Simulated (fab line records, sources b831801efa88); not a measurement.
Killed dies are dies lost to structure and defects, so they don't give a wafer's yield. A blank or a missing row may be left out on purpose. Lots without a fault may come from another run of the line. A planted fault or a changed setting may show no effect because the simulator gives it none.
Chamber matching | flow gf180mcu | GF_CONTACT_CMP_04 on cmp-02: 4 sister chambers
The step polishes SiO2. 20 wafers are shown with their chamber, then 9 later ones without.

WAFERS WITH THEIR CHAMBER
wafer  | chamber | motor_current_A (A) | time_to_endpoint_s (s) | slurry_flow_ml_min
L302.2 | 0       | 12.0                | 111                    | 149.9
L302.4 | 2       | 12.2                | 119                    | 149.9
L302.6 | 0       | 12.4                | 116                    | 149.8
L305.2 | 3       | 14.1                | 117                    | 150.0
L305.3 | 0       | 12.0                | 110                    | 150.0
L305.6 | 0       | 12.2                | 111                    | 150.3
L309.4 | 0       | 11.9                | 109                    | 150.3
L309.6 | 2       | 11.7                | 114                    | 150.0
L315.3 | 1       | 13.6                | 117                    | 149.6
L315.4 | 0       | 12.5                | 119                    | 149.7
L315.5 | 2       | 11.3                | 119                    | 149.9
L317.1 | 2       | 11.6                | 121                    | 149.5
L317.2 | 0       | 11.8                | 121                    | 150.2
L317.3 | 3       | 15.4                | 125                    | 150.0
L318.2 | 2       | 11.4                | 111                    | 150.1
L318.4 | 3       | 14.6                | 134                    | 150.1
L318.5 | 2       | 12.0                | 125                    | 149.4
L321.1 | 0       | 11.9                | 105                    | 150.1
L321.4 | 3       | 15.7                | 129                    | 149.5
L321.5 | 3       | 15.0                | 123                    | 149.9

SIGNATURES (means of the wafers above)
reading            | chamber 0 | chamber 1 | chamber 2 | chamber 3 | scatter within a chamber
motor_current_A    | 12.088    | 13.600    | 11.700    | 14.960    | 0.408
time_to_endpoint_s | 112.75    | 117.00    | 118.17    | 125.60    | 5.55
slurry_flow_ml_min | 150.037   | 149.600   | 149.800   | 149.900   | 0.247
Rule: a wafer's distance from a chamber is the root of the sum, over the readings, of the square of ((its reading less the chamber's mean) divided by the reading's scatter). The wafer belongs to the nearest chamber; if the next one is less than 2 further off, it can't be placed. The scatter: the root of (the sum of the squares of (reading less its chamber's mean) over the shown wafers, divided by (wafers less chambers)).

WAFERS WITHOUT THEIR CHAMBER
wafer  | motor_current_A (A) | time_to_endpoint_s (s) | slurry_flow_ml_min
L322.1 | 15.4                | 114                    | 149.9
L322.2 | 13.2                | 111                    | 151.4
L322.3 | 12.3                | 110                    | 149.4
L323.1 | 15.3                | 107                    | 149.7
L323.3 | 11.5                | 100                    | 149.5
L323.6 | 12.4                | 106                    | 150.1
L325.1 | 15.6                | 116                    | 150.5
L325.2 | 13.1                | 100                    | 150.0
L325.4 | 12.6                | 107                    | 150.2

WHICH CHAMBER EACH WENT THROUGH
wafer  | from the rows above               | in truth
L322.1 | 3                                 | 3
L322.2 | can't be placed: 0 or 1 or 2 or 3 | 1
L322.3 | can't be placed: 2 or 0 or 1      | 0
L323.1 | can't be placed: 3 or 1           | 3
L323.3 | can't be placed: 0 or 2           | 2
L323.6 | can't be placed: 0 or 2           | 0
L325.1 | 3                                 | 3
L325.2 | can't be placed: 0 or 1 or 2      | 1
L325.4 | can't be placed: 0 or 2           | 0
Placed correctly: 2 of 9. Can't be placed from these rows: 7 (the true chamber is among the candidates in 7). Placed wrongly: 0.
